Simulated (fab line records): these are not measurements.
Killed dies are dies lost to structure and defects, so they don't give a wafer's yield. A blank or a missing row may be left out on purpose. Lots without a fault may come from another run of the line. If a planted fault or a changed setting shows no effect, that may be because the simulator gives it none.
fab line records ; flow gf180mcu
[record] lots = 6; wafers = 18; lastDay = 34
route steps=602 shown HV_LDD@185
lots that met no fault: taken from a fault-free run of the same line
startH: hours from the record's opening day to when the first of the lot's shown wafers began ; waitH: how many hours have passed since the lot's step before this one ; " same as the row above ; L1.1+2: a row that stands for several wafers ; - no value present, or no start provided ; * or withheld: withheld ; < > ~ a bound
route shown NAME@n: NAME is a module with steps in the file, n the number in the route of the first one ; usual: mean/standard deviation taken from wafers without a fault ; same: alike in all rows ; chamber/n: place in a boat ; sites: each site's reading ; _std_site: the values' standard deviation ; _edge_site: mean of outer sites minus mean of inner sites ; radiusMm: how far each site lies from the wafer's centre ; mask NAME#n: copy n ; behind: tool/chamber where the wafer was last shaped ; hold: reason for holding the lot/hours on hold/outcome of the hold ; device: transistor that didn't switch, given as n, p or np ; end of line: the tests these same wafers got at the end of their route ; for a step that has no rows: nothing shown but its recipe ; killed: at the first sort, the dies lost to defects and structure; wafer yield is something else ; map: per-die view of a wafer (x killed, . not killed, _ where there is no die)
set.NAME: setting as actually run; set.NAME@STEP: the setting as run at that earlier step ; model.NAME: the simulator's own value behind a step, which no gauge read
lots seen at some steps along the route; tables by step, rows by wafer
services: when a tool's chamber went out of use (startH, in hours from the record's first day, below 0 if earlier), for how many hours, and the reason
[[steps]]
[step GF_HV_LDD_IMPLANT_09]
[recipe] species = As; energyKev = 40; doseCm2 = 1e+14; tiltDeg = 7
[step GF_HV_LDD_STRIP_10]
[recipe] chemistry = O2/N2; powerW = 1400; pressureMtorr = 1500; platenTempC = 250; o2FlowSccm = 3000; n2FlowSccm = 300; overashFraction = 0.5
[usual] chamberPressureMTorr = 1499.9/1.3; drypumpMotorCurrentA = 5.73/0.21; heaterPowerW = 368/33; oesProductAu = 0.716/0.0048; stripTimeToEndpointS = 12.62/0.034
[same] overashFraction = 0.5
lot.wafer;tool;chamber;startH;waitH;chamberPressureMTorr;drypumpMotorCurrentA;heaterPowerW;oesProductAu;rfHoursCounterH;stripTimeToEndpointS
L805.1;plasmaAsher-03;0;225.34;0.2;1498.9;5.55;385;0.710;45;12.66
L805.5;plasmaAsher-03;0;225.34;0.2;1499.6;5.55;388;0.717;-;12.66
L805.6;plasmaAsher-03;1;225.34;0.2;1498.1;5.66;348;0.708;-;12.64
L812.3;plasmaAsher-02;1;272.40;0.1;1499.7;5.50;354;0.711;-;12.57
L812.4;plasmaAsher-02;0;272.40;0.1;1500.8;6.02;416;0.724;-;12.60
L812.6;plasmaAsher-02;0;272.40;0.1;1500.2;6.01;416;0.708;-;12.60
L813.1;plasmaAsher-02;0;273.14;0.1;1499.0;6.06;405;0.718;15;12.64
L813.3;plasmaAsher-02;1;273.14;0.1;1499.0;5.48;352;0.716;-;12.60
L813.4;plasmaAsher-02;0;273.14;0.1;1500.6;6.04;421;0.714;-;12.59
L818.1;plasmaAsher-04;0;313.43;0.1;1498.7;5.81;349;0.719;65;12.63
L818.4;plasmaAsher-04;1;313.43;0.1;1498.8;5.72;328;0.718;-;12.61
L818.6;plasmaAsher-04;0;313.43;0.1;1498.0;5.80;352;0.717;-;12.58
L820.2;plasmaAsher-04;0;342.08;0.1;1500.0;5.82;349;0.713;68;12.65
L820.4;plasmaAsher-04;0;342.08;0.1;1498.9;5.83;356;0.719;-;12.65
L820.5;plasmaAsher-04;1;342.08;0.1;1500.3;5.72;325;0.715;-;12.60
L827.2;plasmaAsher-02;1;378.49;0.1;1500.9;5.50;345;0.708;27;12.62
L827.4;plasmaAsher-02;1;378.49;0.1;1500.8;5.50;347;0.717;-;12.58
L827.5;plasmaAsher-02;1;378.49;0.1;1500.0;5.49;352;0.721;-;12.58
[step GF_HV_LDD_TW_MEAS_11]
[usual] HV_LDD_TW = 2422/13
lot.wafer;tool;chamber;startH;waitH;HV_LDD_TW
L805.1;filmMetro-02;-;225.44;0.1;2413
L805.5;filmMetro-02;-;225.44;0.1;2438
L805.6;filmMetro-02;-;225.44;0.1;2424
L812.3;filmMetro-01;-;272.49;0.1;2430
L812.4;filmMetro-01;-;272.49;0.1;2426
L812.6;filmMetro-01;-;272.49;0.1;2406
L813.1;filmMetro-02;-;273.24;0.1;2428
L813.3;filmMetro-02;-;273.24;0.1;2430
L813.4;filmMetro-02;-;273.24;0.1;2415
L818.1;filmMetro-04;-;313.53;0.1;2406
L818.4;filmMetro-04;-;313.53;0.1;2430
L818.6;filmMetro-04;-;313.53;0.1;2406
L820.2;filmMetro-01;-;342.19;0.1;2421
L820.4;filmMetro-01;-;342.19;0.1;2399
L820.5;filmMetro-01;-;342.19;0.1;2415
L827.2;filmMetro-01;-;378.60;0.1;2443
L827.4;filmMetro-01;-;378.60;0.1;2432
L827.5;filmMetro-01;-;378.60;0.1;2452
[step GF_HV_LDD_DEHYDRATE_12]
[recipe] tempC = 200; timeS = 60
[step GF_HV_LDD_HMDS_13]
[recipe] primeTimeS = 60; primeTempC = 120
[step GF_HV_LDD_COAT_14]
[recipe] resist = NOVOLAK; spinRpm = 3000; resistThkNm = 1000
[step GF_HV_LDD_SOFTBAKE_15]
[recipe] tempC = 90; timeS = 60; resist = NOVOLAK
[step GF_HV_LDD_EXPOSE_16]
[recipe] maskId = Pplus_LV_AREA; targetCdNm = 400; na = 0.6; sourceShape = conventional; sigmaOuter = 0.6; doseMj = 140
[step GF_HV_LDD_PEB_17]
[recipe] tempC = withheld; timeS = *; resist = NOVOLAK
[step GF_HV_LDD_DEVELOP_18]
[recipe] developTimeS = 60; devTempC = 21.91
[step GF_HV_LDD_CD_MEAS_19]
[recipe] targetCdNm = 400
[usual] cdNm = 403.6/2.7
lot.wafer;tool;chamber;startH;waitH;cdNm
L805.1;cdSem-02;-;244.02;0.1;402.3
L805.5;cdSem-02;-;244.02;0.1;403.8
L805.6;cdSem-02;-;244.02;0.1;404.3
L812.3;cdSem-01;-;291.78;0.1;404.2
L812.4;cdSem-01;-;291.78;0.1;402.1
L812.6;cdSem-01;-;291.78;0.1;401.9
L813.1;cdSem-02;-;292.46;0.1;399.9
L813.3;cdSem-02;-;292.46;0.1;400.1
L813.4;cdSem-02;-;292.46;0.1;398.8
L818.1;cdSem-01;-;334.64;0.1;398.7
L818.4;cdSem-01;-;334.64;0.1;399.7
L818.6;cdSem-01;-;334.64;0.1;402.6
L820.2;cdSem-01;-;363.94;0.1;404.2
L820.4;cdSem-01;-;363.94;0.1;403.7
L820.5;cdSem-01;-;363.94;0.1;405.4
L827.2;cdSem-02;-;401.28;0.1;406.3
L827.4;cdSem-02;-;401.28;0.1;405.7
L827.5;cdSem-02;-;401.28;0.1;404.6
[step GF_HV_LDD_OVL_MEAS_20]
[usual] HV_LDD_01_OVL = -0.2/1.5
lot.wafer;tool;chamber;startH;waitH;HV_LDD_01_OVL[nm]
L805.1;overlay-01;-;244.14;0.1;1.3
L805.5;overlay-01;-;244.14;0.1;0.5
L805.6;overlay-01;-;244.14;0.1;-0.2
L812.3;overlay-02;-;291.87;0.1;-0.4
L812.4;overlay-02;-;291.87;0.1;-0.1
L812.6;overlay-02;-;291.87;0.1;-1.2
L813.1;overlay-01;-;292.58;0.1;0.6
L813.3;overlay-01;-;292.58;0.1;-1.1
L813.4;overlay-01;-;292.58;0.1;1.0
L818.1;overlay-01;-;334.76;0.1;-0.8
L818.4;overlay-01;-;334.76;0.1;0.2
L818.6;overlay-01;-;334.76;0.1;-1.2
L820.2;overlay-02;-;364.05;0.1;1.0
L820.4;overlay-02;-;364.05;0.1;-0.1
L820.5;overlay-02;-;364.05;0.1;-0.1
L827.2;overlay-02;-;401.39;0.1;0.9
L827.4;overlay-02;-;401.39;0.1;0.2
L827.5;overlay-02;-;401.39;0.1;0.5
[step GF_HV_LDD_IMPLANT_21]
[recipe] species = BF2; energyKev = 25; doseCm2 = 5e+13; tiltDeg = 7
[usual] beamEnergyKeV = 25.000/0.0077; beamOnS = 10.01/0.19; doseIonsCm2 = 5.001e+13/5.5e+10; faradayCurrentUA = 282/5.5
lot.wafer;tool;chamber;startH;waitH;beamEnergyKeV;beamOnS;doseIonsCm2;faradayCurrentUA
L805.1;implanter-03;0;244.18;0.0;25.000;10.03;5.003e+13;281
L805.5;implanter-03;0;244.18;0.0;24.987;9.68;5.003e+13;292
L805.6;implanter-03;0;244.18;0.0;24.994;10.06;4.998e+13;281
L812.3;implanter-04;-;291.94;0.1;-;-;-;-
L812.4;implanter-04;-;291.94;0.1;-;-;-;-
L812.6;implanter-04;-;291.94;0.1;-;-;-;-
L813.1;implanter-03;-;292.62;0.0;-;-;-;-
L813.3;implanter-03;-;292.62;0.0;-;-;-;-
L813.4;implanter-03;-;292.62;0.0;-;-;-;-
L818.1;implanter-04;0;334.79;0.0;24.999;10.13;4.998e+13;279
L818.4;implanter-04;0;334.79;0.0;25.006;10.10;4.999e+13;279
L818.6;implanter-04;0;334.79;0.0;24.997;9.81;5e+13;287
L820.2;implanter-01;0;364.10;0.0;25.027;9.87;5.004e+13;285
L820.4;implanter-01;0;364.10;0.0;25.005;9.80;5.006e+13;288
L820.5;implanter-01;0;364.10;0.0;25.001;9.76;4.997e+13;288
L827.2;implanter-03;0;401.44;0.0;24.999;9.72;5.002e+13;289
L827.4;implanter-03;0;401.44;0.0;24.993;9.98;5.001e+13;284
L827.5;implanter-03;0;401.44;0.0;24.999;9.78;4.999e+13;289
[step GF_HV_LDD_STRIP_22]
[recipe] chemistry = O2/N2; powerW = 1400; pressureMtorr = 1500; platenTempC = 250; o2FlowSccm = 3000; n2FlowSccm = 300; overashFraction = 0.5
[usual] chamberPressureMTorr = 1500.1/1.3; drypumpMotorCurrentA = 5.74/0.17; heaterPowerW = 360/32; oesProductAu = 0.717/0.0046; stripTimeToEndpointS = 12.630/0.027
[same] overashFraction = 0.5
lot.wafer;tool;chamber;startH;waitH;chamberPressureMTorr;drypumpMotorCurrentA;heaterPowerW;oesProductAu;rfHoursCounterH;stripTimeToEndpointS
L805.1;plasmaAsher-02;1;244.33;0.1;1499.0;5.48;339;0.718;12;12.616
L805.5;plasmaAsher-02;0;244.33;0.1;1500.7;6.04;415;0.722;-;12.578
L805.6;plasmaAsher-02;1;244.33;0.1;1499.8;5.48;349;0.717;-;12.577
L812.3;plasmaAsher-04;0;292.08;0.1;1499.3;5.81;346;0.710;-;12.619
L812.4;plasmaAsher-04;1;292.08;0.1;1498.3;5.72;331;0.716;-;12.644
L812.6;plasmaAsher-04;0;292.08;0.1;1498.0;5.79;351;0.715;-;12.621
L813.1;plasmaAsher-04;1;292.77;0.1;1501.6;5.73;327;0.717;63;12.618
L813.3;plasmaAsher-04;0;292.77;0.1;1500.3;5.82;355;0.712;-;12.634
L813.4;plasmaAsher-04;1;292.77;0.1;1499.5;5.72;331;0.721;-;12.651
L818.1;plasmaAsher-04;0;334.94;0.1;1499.9;5.81;363;0.718;67;12.616
L818.4;plasmaAsher-04;1;334.94;0.1;1499.9;5.75;331;0.710;-;12.638
L818.6;plasmaAsher-04;0;334.94;0.1;1501.7;5.83;352;0.719;-;12.606
L820.2;plasmaAsher-04;1;364.23;0.1;1499.7;5.75;325;0.723;70;12.623
L820.4;plasmaAsher-04;0;364.23;0.1;1502.1;5.83;351;0.723;-;12.602
L820.5;plasmaAsher-04;0;364.23;0.1;1499.7;5.82;350;0.722;-;12.610
L827.2;plasmaAsher-02;1;401.57;0.1;1500.1;5.50;349;0.713;28;12.630
L827.4;plasmaAsher-02;0;401.57;0.1;1499.7;6.03;412;0.709;-;12.625
L827.5;plasmaAsher-02;1;401.57;0.1;1500.2;5.50;342;0.721;-;12.675
[step GF_HV_LDD_TW_MEAS_23]
[usual] HV_LDD_2_TW = 1061/5.9
lot.wafer;tool;chamber;startH;waitH;HV_LDD_2_TW
L805.1;filmMetro-02;-;244.43;0.1;1066
L805.5;filmMetro-02;-;244.43;0.1;1063
L805.6;filmMetro-02;-;244.43;0.1;1061
L812.3;filmMetro-01;-;292.16;0.1;30
L812.4;filmMetro-01;-;292.16;0.1;30
L812.6;filmMetro-01;-;292.16;0.1;30
L813.1;filmMetro-02;-;292.87;0.1;30
L813.3;filmMetro-02;-;292.87;0.1;30
L813.4;filmMetro-02;-;292.87;0.1;30
L818.1;filmMetro-02;-;335.10;0.1;1059
L818.4;filmMetro-02;-;335.10;0.1;1061
L818.6;filmMetro-02;-;335.10;0.1;1067
L820.2;filmMetro-01;-;364.34;0.1;1072
L820.4;filmMetro-01;-;364.34;0.1;1077
L820.5;filmMetro-01;-;364.34;0.1;1073
L827.2;filmMetro-04;-;401.68;0.1;1062
L827.4;filmMetro-04;-;401.68;0.1;1055
L827.5;filmMetro-04;-;401.68;0.1;1066
[step GF_HV_LDD_DEHYDRATE_24]
[recipe] tempC = 200; timeS = 60
[[services]]
tool;chamber;startH;hours;kind
implanter-03;-;220.35;4.9;pm
plasmaAsher-04;-;222.60;1.4;repair
implanter-04;-;246.87;8.5;repair
implanter-04;-;276.51;6.8;repair
implanter-01;-;281.00;4.9;repair
implanter-04;-;282.00;5.5;repair
implanter-03;-;293.04;2.6;repair
implanter-04;-;297.93;1.2;repair
implanter-04;-;298.33;2.4;repair
plasmaAsher-02;-;301.99;0.8;repair
implanter-04;-;304.22;4.8;pm
implanter-01;-;314.29;4.8;pm
plasmaAsher-03;-;347.23;2.8;pm
plasmaAsher-02;-;379.03;14.6;pm
[[key]]
[firstSign] step = GF_HV_LDD_IMPLANT_21; reading = toolRecord; direction = missing
[effect] step = GF_HV_LDD_TW_MEAS_23; reading = HV_LDD_2_TW; direction = down; sigmas = 99+; usual = 1061; struck = 30
metAt GF_HV_LDD_IMPLANT_21
struckWafers L812.3,L812.4,L812.6,L813.1,L813.3,L813.4
laterRowsLeftOut L812.3,L812.4,L812.6,L813.1,L813.3,L813.4
sortLeftOut L812.3,L812.4,L812.6,L813.1,L813.3,L813.4
testerLeftOut L812,L813
onsetBetween 244.18 291.94
[fault] kind = skippedStepWhole; tool = implanter-03,implanter-04; chamber = -; onsetH = 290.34; steps = GF_HV_LDD_IMPLANT_21; scope = struckLotsOnly
// testerLeftOut: of these lots the tester's yield and bins aren't shown, on N5 and GAA mostly nor the transistor test; their killed dies are dies lost to structure and defects alone, not to doping, threshold or leakage, so they don't give the yield
// sortLeftOut: the simulated sort isn't trusted on such a fault, so these wafers' sort isn't shown, and their yield isn't known
// laterRowsLeftOut: the simulator's readings of these wafers behind a module that went badly wrong aren't trusted and aren't shown, but for the sort
